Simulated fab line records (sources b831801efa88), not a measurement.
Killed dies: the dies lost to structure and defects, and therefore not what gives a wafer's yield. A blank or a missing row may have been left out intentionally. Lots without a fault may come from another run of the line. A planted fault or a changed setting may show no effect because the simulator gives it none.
What tool caused it? ; flow sky130 ; 15 lots, 45 wafers sampled, at 2 steps of a route of 708

WHAT THE GAUGES READ, wafer by wafer
Not one reading of a measure or inspect step in the record can be checked against a usual standard deviation.

WHAT TOOL EACH LOT RAN ON (gives the tool, then ch and the chambers of the sampled wafers, and finally the start)
lot;SKY_VT_ADJUST_PCH_IMPLANT_08;SKY_PAD_OPEN_PROBE_99
L831;implanter-03 ch 0, day 10 06:17;-
L832;implanter-04 ch 0, day 10 16:55;-
L835;implanter-04 ch 0, day 11 15:44;-
L836;implanter-04 ch 0, day 12 03:51;-
L837;implanter-03 ch 0, day 12 11:04;-
L838;implanter-04 ch 0, day 12 18:32;-
L839;implanter-04 ch 0, day 13 02:20;prober-01, day 47 22:54
L840;implanter-03 ch 0, day 13 06:28;-
L841;implanter-03 ch 0, day 13 11:07;prober-01, day 48 04:57
L845;implanter-01 ch 0, day 15 00:25;-
L846;implanter-04 ch 0, day 15 03:25;-
L848;implanter-01 ch 0, day 16 03:08;prober-02, day 49 20:49
L849;implanter-01 ch 0, day 16 04:49;-
L853;implanter-03 ch 0, day 17 12:31;-
L854;implanter-04 ch 0, day 17 22:11;-
- SKY_VT_ADJUST_PCH_IMPLANT_08
- SKY_PAD_OPEN_PROBE_99

AS READ BY THE TOOLS THEMSELVES (means over the sampled wafers that have a number; for cases with no such wafer, the mark the record gives instead)
SKY_VT_ADJUST_PCH_IMPLANT_08.
lot;tool;beam on s (s);dose ions cm2
L831;implanter-03;9.88;5e+11
L832;implanter-04;10.11;5e+11
L835;implanter-04;10.11;5e+11
L836;implanter-04;10.18;5e+11
L837;implanter-03;9.97;5e+11
L838;implanter-04;10.20;5e+11
L839;implanter-04;9.87;5e+11
L840;implanter-03;10.01;5e+11
L841;implanter-03;10.21;5e+11
L845;implanter-01;9.95;5e+11
L846;implanter-04;9.84;5e+11
L848;implanter-01;9.95;5e+11
L849;implanter-01;10.06;5e+11
L853;implanter-03;9.97;5e+11
L854;implanter-04;10.04;5e+11

SKY_PAD_OPEN_PROBE_99.
lot;tool;killed_at_M0_to_M3;killed_at_M4_up;killed at contacts;killed at front end;killed at other;killed dies;killed open;killed short
L839;prober-01;46;4.7;27;12;0.0;90;52;37
L841;prober-01;44;2.7;19;12;0.3;78;41;37
L848;prober-02;33;3.0;25;17;1.0;79;42;37

THE ANSWER, worked out from the rows above alone
Rule: what is usual is taken from the lots themselves. Put in order of their means at a reading, lots are off if they are a third of the lots or fewer, leave a main group of 4 or more, and stand apart from it by a gap of 3 or more times the standard deviation of the main group's means; of several such gaps the widest counts. A main group is skipped when, at the precision printed for the reading in the tables above, its means are all equal. Also off: a lot with no number at a reading for which 4 or more lots have one. The other lots that the step has rows for count as sound. Order of review: gauges by route order, followed by the tools' own readings, for which a lot's mean as printed above is used. At the first step where some lot is off, the reading lying furthest off is the one used; lots without a number count as furthest.
No lot is off at any reading shown: from this, nothing can be told.

WHAT THE SIMULATOR HAD INSERTED
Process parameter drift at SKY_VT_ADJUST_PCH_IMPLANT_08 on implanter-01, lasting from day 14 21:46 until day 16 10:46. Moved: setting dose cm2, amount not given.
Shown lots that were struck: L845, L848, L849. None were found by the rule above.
